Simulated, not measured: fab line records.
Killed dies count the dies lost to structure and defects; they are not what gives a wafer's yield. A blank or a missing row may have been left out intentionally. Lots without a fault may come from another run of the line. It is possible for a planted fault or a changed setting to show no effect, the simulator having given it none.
fab line records | flow sky130
record lots=7 wafers=21 lastDay=50
route steps=708 shown VT_ADJUST_HVTR@139 VT_ADJUST_PCH@143 SONOS_TUNNEL@154 PAD_OPEN@708
lots that met no fault: taken from a fault-free run of the same line
startH: the number of hours between the record's first day and the start of the first shown wafer of the lot | waitH: hours since the lot's step before | " identical to the entry in the row above | L1.1+2: a single row standing in for several wafers | - either no value or no given start | * or withheld: withheld | < > ~ a bound
route shown NAME@n: names a module that has steps shown in the file, with the first one's number in the route | usual: mean/standard deviation of fault-free wafers | same: alike in all rows | chamber/n: place in a boat | sites: the reading at each site | _std_site: standard deviation of those values | _edge_site: mean of outer sites minus mean of inner sites | radiusMm: how far each site lies from the wafer's centre | mask NAME#n: copy n | behind: the last tool/chamber to shape the wafer | hold: why the lot was held/for how many hours/how that ended | device: names the non-switching transistor (n, p or np) | end of line: the route-end tests of the same wafers | a step without rows: its recipe alone | killed: dies lost to structure and defects at the first sort, not the wafer's yield | map: per-die view of a wafer (x killed, . not killed, _ where there is no die)
set.NAME: the setting that was run; set.NAME@STEP: the one run at that earlier step | model.NAME: the simulator's own value behind a step, which no gauge read
lots at selected steps of the route; one table per step, one row per wafer
services: a tool's chamber out of use, with start hour (startH, from the record's first day; less than 0 if before it), hours out, and reason
## steps
# step SKY_VT_ADJUST_HVTR_OVL_MEAS_08
# usual VT_ADJUST_HVTR_OVL=-0.2/1.6
# columns lot.wafer tool chamber startH waitH VT_ADJUST_HVTR_OVL[nm]
L209.2 overlay-02 - 206.76 0.1 -1.4
L209.3 " - " " -1.4
L209.5 " - " " -2.3
L210.1 overlay-01 - 214.12 0.1 -0.4
L210.3 " - " " -0.4
L210.6 " - " " -1.2
L217.2 overlay-01 - 266.57 0.1 0.0
L217.4 " - " " 1.8
L217.5 " - " " 0.0
L219.3 overlay-02 - 284.27 0.1 1.8
L219.4 " - " " 1.9
L219.6 " - " " 1.2
L224.2 overlay-01 - 313.06 0.1 -1.8
L224.3 " - " " 0.6
L224.6 " - " " 0.1
L229.3 overlay-02 - 354.27 0.1 1.7
L229.5 " - " " 0.7
L229.6 " - " " 1.2
L230.1 overlay-01 - 365.86 0.1 -1.4
L230.5 " - " " -1.3
L230.6 " - " " -1.7
# step SKY_VT_ADJUST_HVTR_IMPLANT_09
# recipe species=B energyKev=10 doseCm2=2.1e+12 tiltDeg=withheld
# step SKY_VT_ADJUST_HVTR_STRIP_10
# recipe chemistry=O2/N2 powerW=1400 pressureMtorr=1500 platenTempC=withheld o2FlowSccm=3000 n2FlowSccm=300 overashFraction=0.5
# usual drypumpMotorCurrentA=5.6/0.41 oesProductAu=0.716/0.0049 stripTimeToEndpointS=14.19/0.038
# columns lot.wafer tool chamber startH waitH drypumpMotorCurrentA oesProductAu rfHoursCounterH stripTimeToEndpointS
L209.2 plasmaAsher-02 0 206.94 0.1 5.7 0.731 38 14.18
L209.3 " 1 " " 5.1 0.717 - 14.15
L209.5 " 0 " " 5.7 0.714 - 14.24
L210.1 plasmaAsher-01 0 214.31 0.1 5.2 0.717 53 14.19
L210.3 " 0 " " 5.2 0.720 - 14.21
L210.6 " 0 " " 5.2 0.721 - 14.22
L217.2 plasmaAsher-02 1 266.75 0.1 5.1 0.711 44 14.15
L217.4 " 0 " " 5.7 0.720 - 14.10
L217.5 " 0 " " 5.7 0.717 - 14.13
L219.3 plasmaAsher-02 1 284.47 0.1 5.1 0.710 - 14.21
L219.4 " 0 " " 5.7 0.723 - 14.16
L219.6 " 0 " " 5.7 0.712 - 14.19
L224.2 plasmaAsher-01 1 313.24 0.1 5.7 0.719 63 14.23
L224.3 " 0 " " 5.2 0.710 - 14.23
L224.6 " 0 " " 5.2 0.720 - 14.22
L229.3 plasmaAsher-01 0 354.47 0.1 5.2 0.719 - 14.17
L229.5 " 1 " " 5.7 0.708 - 14.19
L229.6 " 0 " " 5.2 0.716 - 14.17
L230.1 plasmaAsher-04 1 366.05 0.1 6.4 0.720 24 14.12
L230.5 " 1 " " 6.4 0.715 - 14.14
L230.6 " 0 " " 5.9 0.715 - 14.19
# step SKY_VT_ADJUST_HVTR_TW_MEAS_11
# usual VT_ADJUST_HVTR_TW=211.4/2.1
# columns lot.wafer tool chamber startH waitH VT_ADJUST_HVTR_TW
L209.2 filmMetro-01 - 207.05 0.1 208.5
L209.3 " - " " 208.4
L209.5 " - " " 208.7
L210.1 filmMetro-02 - 214.41 0.1 212.7
L210.3 " - " " 212.1
L210.6 " - " " 212.5
L217.2 filmMetro-02 - 266.86 0.1 213.3
L217.4 " - " " 211.8
L217.5 " - " " 211.7
L219.3 filmMetro-04 - 284.56 0.1 212.5
L219.4 " - " " 211.1
L219.6 " - " " 212.5
L224.2 filmMetro-01 - 313.35 0.1 206.9
L224.3 " - " " 207.4
L224.6 " - " " 207.3
L229.3 filmMetro-01 - 354.56 0.1 208.2
L229.5 " - " " 208.7
L229.6 " - " " 208.6
L230.1 filmMetro-01 - 366.15 0.1 210.0
L230.5 " - " " 208.9
L230.6 " - " " 209.0
# step SKY_VT_ADJUST_PCH_DEHYDRATE_00
# recipe tempC=200 timeS=60
# step SKY_VT_ADJUST_PCH_HMDS_01
# recipe primeTimeS=60 primeTempC=120
# step SKY_VT_ADJUST_PCH_COAT_02
# recipe spinRpm=2000 resistThkNm=3000
# step SKY_VT_ADJUST_PCH_SOFTBAKE_03
# recipe tempC=110 timeS=withheld
# step SKY_VT_ADJUST_PCH_EXPOSE_04
# recipe maskId=NWM na=0.6 sourceShape=conventional sigmaOuter=0.6 polarization=unpolarized targetCdNm=840 doseMj=255
# step SKY_VT_ADJUST_PCH_PEB_05
# recipe tempC=115 timeS=withheld
# step SKY_VT_ADJUST_PCH_DEVELOP_06
# recipe wallAngleDeg=90 developer=TMAH developTimeS=60 devTempC=23
# step SKY_VT_ADJUST_PCH_OVL_MEAS_07
# usual VT_ADJUST_PCH_OVL=-0.8/1.3
# columns lot.wafer tool chamber startH waitH VT_ADJUST_PCH_OVL[nm]
L209.2 overlay-02 - 229.27 - 0.1
L209.3 " - " " -0.3
L209.5 " - " " -1.9
L210.1 overlay-01 - 236.80 - -1.0
L210.3 " - " " -1.2
L210.6 " - " " 0.0
L217.2 overlay-02 - 287.40 - -3.6
L217.4 " - " " -1.9
L217.5 " - " " -2.8
L219.3 overlay-01 - 309.43 - 0.5
L219.4 " - " " 0.5
L219.6 " - " " 0.8
L224.2 overlay-01 - 339.25 - -2.8
L224.3 " - " " -0.8
L224.6 " - " " -1.1
L229.3 overlay-01 - 381.93 - 0.0
L229.5 " - " " -0.9
L229.6 " - " " -1.7
L230.1 overlay-02 - 394.40 - -0.9
L230.5 " - " " 0.5
L230.6 " - " " 0.2
# step SKY_VT_ADJUST_PCH_IMPLANT_08
# recipe species=B energyKev=9.879 doseCm2=5e+11 tiltDeg=withheld
# columns lot.wafer tool chamber startH waitH
L209.2+3+5 implanter-02 0 229.33 0.0
L210.1+3+6 implanter-04 0 236.84 0.0
L217.2+4+5 implanter-01 0 287.45 0.0
L219.3+4+6 implanter-02 0 309.50 0.1
L224.2+3+6 implanter-04 0 339.30 0.0
L224.2+3+6 implanter-04 0 339.62 0.3
L229.3+5+6 implanter-04 0 382.00 0.1
L229.3+5+6 implanter-04 0 382.32 0.3
L230.1+5+6 implanter-04 0 394.44 0.0
L230.1+5+6 implanter-04 0 394.75 0.3
# step SKY_VT_ADJUST_PCH_STRIP_09
# recipe chemistry=O2/N2 powerW=1400 pressureMtorr=1500 platenTempC=withheld o2FlowSccm=3000 n2FlowSccm=300 overashFraction=0.5
# usual drypumpMotorCurrentA=5.7/0.35 oesProductAu=0.723/0.0047 stripTimeToEndpointS=36.97/0.098
# columns lot.wafer tool chamber startH waitH drypumpMotorCurrentA oesProductAu rfHoursCounterH stripTimeToEndpointS
L209.2 plasmaAsher-02 0 229.45 0.1 5.7 0.721 40 37.07
L209.3 " 1 " " 5.1 0.719 - 37.07
L209.5 " 0 " " 5.7 0.725 - 37.11
L210.1 plasmaAsher-02 1 236.99 0.1 5.1 0.727 41 37.11
L210.3 " 0 " " 5.7 0.720 - 37.07
L210.6 " 0 " " 5.7 0.721 - 36.95
L217.2 plasmaAsher-03 0 287.58 0.1 5.6 0.723 60 36.92
L217.4 " 1 " " 5.6 0.738 - 36.95
L217.5 " 1 " " 5.7 0.722 - 36.94
L219.3 plasmaAsher-02 0 309.63 0.1 5.7 0.724 - 36.86
L219.4 " 1 " " 5.1 0.717 - 36.98
L219.6 " 0 " " 5.7 0.718 - 36.92
L224.2 plasmaAsher-04 0 339.75 0.1 5.9 0.724 21 36.93
L224.3 " 1 " " 6.3 0.729 - 37.00
L224.6 " 1 " " 6.3 0.722 - 36.92
L229.3 plasmaAsher-03 0 382.45 0.1 5.6 0.717 - 36.90
L229.5 " 1 " " 5.7 0.718 - 36.87
L229.6 " 0 " " 5.6 0.720 - 36.84
L230.1 plasmaAsher-02 1 394.90 0.1 5.1 0.729 55 36.77
L230.5 " 0 " " 5.7 0.732 - 36.85
L230.6 " 1 " " 5.1 0.727 - 36.81
# step SKY_VT_ADJUST_PCH_TW_MEAS_10
# usual VT_ADJUST_PCH_TW=142.6/1.5
# columns lot.wafer tool chamber startH waitH VT_ADJUST_PCH_TW
L209.2 filmMetro-04 - 229.56 0.1 144.2
L209.3 " - " " 144.3
L209.5 " - " " 144.1
L210.1 filmMetro-01 - 237.09 0.1 140.7
L210.3 " - " " 140.9
L210.6 " - " " 140.9
L217.2 filmMetro-04 - 287.69 0.1 141.9
L217.4 " - " " 143.0
L217.5 " - " " 143.0
L219.3 filmMetro-03 - 309.72 0.1 144.3
L219.4 " - " " 143.3
L219.6 " - " " 143.8
L224.2 filmMetro-01 - 339.86 0.1 168.8
L224.3 " - " " 168.2
L224.6 " - " " 168.8
L229.3 filmMetro-04 - 382.54 0.1 173.2
L229.5 " - " " 173.5
L229.6 " - " " 173.3
L230.1 filmMetro-04 - 395.00 0.1 173.2
L230.5 " - " " 173.5
L230.6 " - " " 173.2
# step SKY_SONOS_TUNNEL_DEHYDRATE_00
# recipe tempC=200 timeS=60
# step SKY_PAD_OPEN_PROBE_99
# usual killed_at_M0_to_M3=44/6.6 killed_at_M4_up=3.0/1.9 killedAtContacts=24/5.1 killedAtFrontEnd=16/4.6 killedAtOther=0.3/0.59 killedDies=88/9.5 killedOpen=48/6.7 killedShort=40/6.1
# same grossDies=492 killedAtBackSide=0
# columns lot.wafer tool chamber startH waitH killed_at_M0_to_M3 killed_at_M4_up killedAtContacts killedAtFrontEnd killedAtOther killedDies killedOpen killedShort model.etest.nfet_16v.rOnOhmUm model.etest.pfetG5v0d10v5.rOnOhmUm model.etest.tipP.rsOhmSq model.etest.tip_p_5v.rsOhmSq model.etest.pfetG5v0d10v5.driveUaUm model.etest.pfet_01v8_lvt.driveUaUm model.etest.pfet_01v8.driveUaUm model.etest.pfet_01v8_mvt.driveUaUm
L210.1 prober-01 - 1099.56 0.1 42 2 23 18 0 85 51 34 1.405e+04 4799 6994 2835 343.6 173 182.4 143.7
L210.3 prober-01 - 1099.66 0.2 41 8 25 14 1 89 48 40 1.41e+04 4897 6907 2816 334.8 171.4 179.3 142.6
L210.6 prober-01 - 1099.81 0.2 51 2 26 8 0 87 47 40 1.413e+04 4822 6954 2831 339.9 172.6 182.8 145
L209.2 prober-02 - 1102.52 0.1 39 4 23 18 1 85 47 38 1.394e+04 4780 6963 2854 339.9 168.9 186.2 149.3
L209.3 prober-02 - 1102.57 0.2 48 3 19 16 0 86 49 37 1.398e+04 4698 6977 2861 343.7 169.9 188.4 149.5
L209.5 prober-02 - 1102.67 0.2 53 2 22 8 0 85 47 38 1.407e+04 4756 6930 2853 340.2 171.2 192.5 150.7
L217.2 prober-01 - 1134.15 0.1 48 2 23 12 0 85 45 40 1.364e+04 4678 6759 2817 345.8 176.9 203.4 160.6
L217.4 prober-01 - 1134.25 0.2 43 1 21 15 0 80 47 33 1.36e+04 4721 6782 2850 342.9 177 206.3 161
L217.5 prober-01 - 1134.30 0.2 50 2 21 18 1 92 54 38 1.363e+04 4627 6741 2840 352.7 179.3 209 163.8
L219.3 prober-01 - 1147.12 0.2 48 1 21 19 1 90 50 40 1.392e+04 4747 6856 2900 339.7 175 192.5 153.2
L219.4 prober-01 - 1147.17 0.2 40 3 21 19 1 84 46 38 1.388e+04 4837 6935 2869 334.9 174.4 190.2 150
L219.6 prober-01 - 1147.27 0.2 36 2 26 14 1 79 44 35 1.396e+04 4807 6885 2889 336.1 172 190.8 150.7
L224.2 prober-02 - 1167.81 0.1 36 1 14 27 0 78 40 37 1.473e+04 4478 6665 2811 366.1 192.6 207.3 167.2
L224.3 prober-02 - 1167.86 0.2 36 4 18 22 0 80 46 33 1.469e+04 4502 6661 2847 365.2 189.9 203.9 162.4
L224.6 prober-02 - 1168.01 0.2 51 1 22 18 1 93 50 43 1.467e+04 4493 6631 2790 366.3 192.7 209.9 164.2
L229.3 prober-02 - 1194.28 0.2 35 2 24 21 0 82 41 41 1.497e+04 4488 6763 2794 369.5 193.6 204.2 163.1
L229.5 prober-02 - 1194.38 0.2 40 5 25 20 0 90 47 43 1.501e+04 4515 6706 2826 362 188.9 200.8 160.3
L229.6 prober-02 - 1194.43 0.2 41 2 24 16 0 83 46 37 1.494e+04 4437 6706 2808 368.3 194.2 208.8 164.7
L230.1 prober-02 - 1197.49 0.1 45 1 15 22 0 83 48 35 1.469e+04 4515 6722 2825 366.1 189.7 199.5 161
L230.5 prober-02 - 1197.69 0.2 36 2 25 21 0 84 49 35 1.472e+04 4505 6729 2854 364.5 190.9 205.3 162.1
L230.6 prober-02 - 1197.74 0.2 34 0 23 14 0 71 41 30 1.461e+04 4600 6745 2843 363.2 187.4 198.5 158.7
# killed by level:class
L210.1 VIA1:geometricParticle:open=14 CONTACT:geometricParticle:open=8 CONTACT:geometricParticle:short=7 METAL2:geometricParticle:short=7 POLY_GATE:geometricParticle:open=6 VIA3:geometricParticle:open=5 VIA2:geometricParticle:open=5 FIELD_ISO:geometricParticle:open=4
L210.3 VIA1:geometricParticle:open=12 CONTACT:geometricParticle:open=8 VIA2:geometricParticle:short=5 LI_CONTACT:geometricParticle:open=5 LOCAL_INTERCONNECT:geometricParticle:short=5 VIA2:geometricParticle:open=5 LI_CONTACT:geometricParticle:short=4 METAL4:geometricParticle:short=4
L210.6 CONTACT:geometricParticle:open=9 VIA1:geometricParticle:open=8 VIA3:geometricParticle:open=8 VIA2:geometricParticle:open=7 LI_CONTACT:geometricParticle:open=6 CONTACT:geometricParticle:short=6 METAL2:geometricParticle:short=5 VIA2:geometricParticle:short=5
L209.2 VIA2:geometricParticle:open=11 LI_CONTACT:geometricParticle:open=7 CONTACT:geometricParticle:open=7 FIELD_ISO:geometricParticle:open=6 LOCAL_INTERCONNECT:geometricParticle:short=6 VIA1:geometricParticle:open=6 VIA3:geometricParticle:open=5 METAL4:geometricParticle:short=4
L209.3 CONTACT:geometricParticle:open=9 VIA1:geometricParticle:open=9 VIA2:geometricParticle:open=9 VIA3:geometricParticle:open=7 METAL2:geometricParticle:short=6 POLY_GATE:geometricParticle:open=5 METAL1:geometricParticle:short=5 POLY_GATE:geometricParticle:short=4
L209.5 VIA1:geometricParticle:open=11 VIA2:geometricParticle:open=10 LI_CONTACT:geometricParticle:open=7 CONTACT:geometricParticle:open=7 VIA3:geometricParticle:open=6 LI_CONTACT:geometricParticle:short=5 METAL1:geometricParticle:short=5 METAL3:geometricParticle:short=5
L217.2 VIA1:geometricParticle:open=20 LI_CONTACT:geometricParticle:open=8 VIA3:geometricParticle:short=6 POLY_GATE:geometricParticle:short=5 LOCAL_INTERCONNECT:geometricParticle:short=5 CONTACT:geometricParticle:short=4 CONTACT:geometricParticle:open=4 VIA1:geometricParticle:short=4
L217.4 VIA1:geometricParticle:open=17 CONTACT:geometricParticle:open=12 POLY_GATE:geometricParticle:short=5 VIA3:geometricParticle:short=5 POLY_GATE:geometricParticle:open=4 LI_CONTACT:geometricParticle:open=4 VIA1:geometricParticle:short=4 METAL3:geometricParticle:short=4
L217.5 VIA1:geometricParticle:open=10 VIA2:geometricParticle:open=8 VIA3:geometricParticle:open=7 POLY_GATE:geometricParticle:open=6 CONTACT:geometricParticle:open=6 FIELD_ISO:geometricParticle:open=5 VIA3:geometricParticle:short=5 CONTACT:geometricParticle:short=5
L219.3 VIA3:geometricParticle:open=11 VIA1:geometricParticle:open=8 VIA1:geometricParticle:short=7 POLY_GATE:geometricParticle:open=6 CONTACT:geometricParticle:open=6 FIELD_ISO:geometricParticle:short=5 LI_CONTACT:geometricParticle:open=5 VIA2:geometricParticle:open=5
L219.4 VIA1:geometricParticle:open=10 FIELD_ISO:geometricParticle:open=5 POLY_GATE:geometricParticle:short=5 LI_CONTACT:geometricParticle:short=5 LI_CONTACT:geometricParticle:open=5 CONTACT:geometricParticle:open=5 VIA3:geometricParticle:open=5 METAL1:geometricParticle:short=5
L219.6 LI_CONTACT:geometricParticle:open=14 CONTACT:geometricParticle:open=8 VIA1:geometricParticle:open=8 FIELD_ISO:geometricParticle:short=6 VIA1:geometricParticle:short=6 METAL1:geometricParticle:short=4 VIA2:geometricParticle:short=4 VIA3:geometricParticle:open=3
L224.2 POLY_GATE:geometricParticle:short=8 FIELD_ISO:geometricParticle:open=7 VIA2:geometricParticle:open=7 METAL1:geometricParticle:short=6 VIA1:geometricParticle:open=6 POLY_GATE:geometricParticle:open=5 METAL2:geometricParticle:short=5 VIA3:geometricParticle:open=4
L224.3 VIA1:geometricParticle:open=12 POLY_GATE:geometricParticle:short=9 LI_CONTACT:geometricParticle:open=7 VIA2:geometricParticle:open=7 VIA3:geometricParticle:open=6 CONTACT:geometricParticle:open=6 FIELD_ISO:geometricParticle:open=5 METAL2:geometricParticle:short=5
L224.6 VIA1:geometricParticle:open=14 METAL1:geometricParticle:short=7 POLY_GATE:geometricParticle:open=6 CONTACT:geometricParticle:open=6 CONTACT:geometricParticle:short=6 METAL2:geometricParticle:short=6 VIA2:geometricParticle:short=6 POLY_GATE:geometricParticle:short=5
L229.3 VIA1:geometricParticle:open=10 CONTACT:geometricParticle:open=6 LOCAL_INTERCONNECT:geometricParticle:short=6 FIELD_ISO:geometricParticle:open=5 VIA2:geometricParticle:open=5 LI_CONTACT:geometricParticle:open=4 LI_CONTACT:geometricParticle:short=4 METAL1:geometricParticle:short=4
L229.5 VIA1:geometricParticle:open=15 CONTACT:geometricParticle:open=8 POLY_GATE:geometricParticle:short=7 CONTACT:geometricParticle:short=7 METAL2:geometricParticle:short=6 FIELD_ISO:geometricParticle:open=5 LI_CONTACT:geometricParticle:open=5 METAL4:geometricParticle:short=4
L229.6 CONTACT:geometricParticle:open=12 VIA1:geometricParticle:open=12 VIA3:geometricParticle:open=6 POLY_GATE:geometricParticle:open=5 LOCAL_INTERCONNECT:geometricParticle:short=5 VIA1:geometricParticle:short=5 FIELD_ISO:geometricParticle:short=4 FIELD_ISO:geometricParticle:open=4
L230.1 VIA1:geometricParticle:open=19 CONTACT:geometricParticle:open=9 FIELD_ISO:geometricParticle:open=8 METAL1:geometricParticle:short=7 VIA1:geometricParticle:short=6 FIELD_ISO:geometricParticle:short=4 POLY_GATE:geometricParticle:short=4 METAL2:geometricParticle:short=4
L230.5 VIA1:geometricParticle:open=12 CONTACT:geometricParticle:open=11 FIELD_ISO:geometricParticle:open=10 LOCAL_INTERCONNECT:geometricParticle:short=6 VIA1:geometricParticle:short=6 METAL2:geometricParticle:short=6 POLY_GATE:geometricParticle:open=3 VIA2:geometricParticle:open=3
L230.6 LI_CONTACT:geometricParticle:open=8 FIELD_ISO:geometricParticle:open=7 CONTACT:geometricParticle:open=7 METAL1:geometricParticle:short=7 LOCAL_INTERCONNECT:geometricParticle:short=6 VIA1:geometricParticle:open=5 VIA3:geometricParticle:open=5 VIA2:geometricParticle:open=3
## services
# columns tool chamber startH hours kind
implanter-02 - 203.87 9.2 repair
implanter-02 - 273.00 2.4 repair
implanter-01 - 292.65 5.7 pm
plasmaAsher-04 - 331.16 0.5 repair
implanter-04 - 353.96 4.0 repair
plasmaAsher-02 - 369.42 8.3 repair
implanter-02 - 370.76 30.4 pm
plasmaAsher-04 - 385.81 1.2 repair
## key
firstSign step=SKY_VT_ADJUST_PCH_IMPLANT_08 reading=visit direction=added
effect step=SKY_VT_ADJUST_PCH_TW_MEAS_10 reading=VT_ADJUST_PCH_TW direction=up sigmas=19 usual=142.6 struck=171.7
modelEffect step=SKY_PAD_OPEN_PROBE_99 value=etest.nfet_16v.rOnOhmUm without=1.407e+04 struck=1.478e+04
metAt SKY_VT_ADJUST_PCH_IMPLANT_08
struckWafers L224.2,L224.3,L224.6,L229.3,L229.5,L229.6,L230.1,L230.5,L230.6
testerLeftOut L224,L229,L230
fault kind=repeatedStepWhole tool=implanter-01,implanter-02,implanter-04 chamber=- onsetH=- steps=SKY_VT_ADJUST_PCH_IMPLANT_08 times=1 scope=struckLotsOnly
# testerLeftOut: of these lots the tester's yield and bins aren't shown, on N5 and GAA mostly nor the transistor test; their killed dies are dies lost to structure and defects alone, not to doping, threshold or leakage, so they don't give the yield
